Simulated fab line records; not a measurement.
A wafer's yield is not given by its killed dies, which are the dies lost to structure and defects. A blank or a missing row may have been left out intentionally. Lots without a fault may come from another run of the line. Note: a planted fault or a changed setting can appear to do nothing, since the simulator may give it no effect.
Chamber matching | flow sky130 | SKY_SONOS_ONO_WET_ETCH_16 on wet-bench-03 has 3 sister chambers
The step etches SiO2 in dHF, target depth 14 nm, time 280 s. 3 wafers are shown with their chamber, then 7 later ones without.

== EACH WAFER AND ITS CHAMBER ==
wafer  | chamber | run-length-s (s)
L100.3 | 3       | 307
L101.3 | 2       | 306
L106.3 | 1       | 305

== WAFERS WHOSE CHAMBER IS MISSING ==
wafer  | run-length-s (s)
L106.5 | 305
L112.2 | 307
L112.3 | 307
L112.5 | 307
L116.2 | 296
L116.3 | 296
L116.5 | 296

== WHICH CHAMBER EACH WENT THROUGH ==
wafer  | from the rows above          | in truth
L106.5 | can't be placed: 1 or 2 or 3 | 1
L112.2 | can't be placed: 3 or 2 or 1 | 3
L112.3 | can't be placed: 3 or 2 or 1 | 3
L112.5 | can't be placed: 3 or 2 or 1 | 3
L116.2 | can't be placed: 1 or 2 or 3 | 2
L116.3 | can't be placed: 1 or 2 or 3 | 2
L116.5 | can't be placed: 1 or 2 or 3 | 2
0 of 7 placed correctly. Cannot be placed on the basis of these rows: 7; the candidates contain the true chamber in 7. Wrongly placed: 0.
How it was worked out, from the rows above alone: a wafer's distance from a chamber is the root of the sum, over the readings, of the square of ((its reading less the chamber's mean) divided by the reading's scatter). If the next closest chamber is less than 2 further off than the closest, the wafer can't be placed; otherwise it belongs to the closest. Each chamber's mean is taken over the wafers shown for it. The scatter: root of mean squared gap, hidden wafer to nearest shown wafer, with one shown wafer a chamber.
